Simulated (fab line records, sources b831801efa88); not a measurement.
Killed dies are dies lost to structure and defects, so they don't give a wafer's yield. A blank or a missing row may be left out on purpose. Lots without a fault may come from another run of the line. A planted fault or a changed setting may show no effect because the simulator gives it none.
Which tool did it? | flow sky130 | 7 lots, 21 wafers sampled, at 1 step of a route of 708

WHAT THE GAUGES READ, wafer by wafer
SKY_METAL3_OVL_MEAS_14.
lot  | measured     | on         | METAL3_OVL (nm)
L899 | day 39 02:33 | overlay-02 | -6 1 0
L901 | day 39 18:46 | overlay-01 | -8 -8 -5
L904 | day 40 23:18 | overlay-02 | 1 -1 1
L909 | day 42 05:25 | overlay-01 | -4 4 1
L916 | day 44 02:25 | overlay-01 | -1 3 -6
L919 | day 44 20:50 | overlay-02 | 15 3 9
L921 | day 45 03:54 | overlay-01 | -1 -1 5

WHICH TOOL RAN EACH LOT (tool, then ch and the chambers of the sampled wafers, then the start)
The record holds no process step before these readings.

THE ANSWER, worked out from the rows above alone
Rule: what is usual is taken from the lots themselves. Put in order of their means at a reading, lots are off if they are a third of the lots or fewer, leave a main group of 4 or more, and stand apart from it by a gap of 3 or more times the standard deviation of the main group's means; of several such gaps the widest counts. A main group whose means are all the same, to the digits that the tables above print for the reading, isn't used. A lot without any number at a reading at which 4 lots or more have one is off too. The other lots that the step has rows for count as sound.
No lot is off at any reading shown: from this, nothing can be told.

WHAT THE SIMULATOR HAD PUT IN
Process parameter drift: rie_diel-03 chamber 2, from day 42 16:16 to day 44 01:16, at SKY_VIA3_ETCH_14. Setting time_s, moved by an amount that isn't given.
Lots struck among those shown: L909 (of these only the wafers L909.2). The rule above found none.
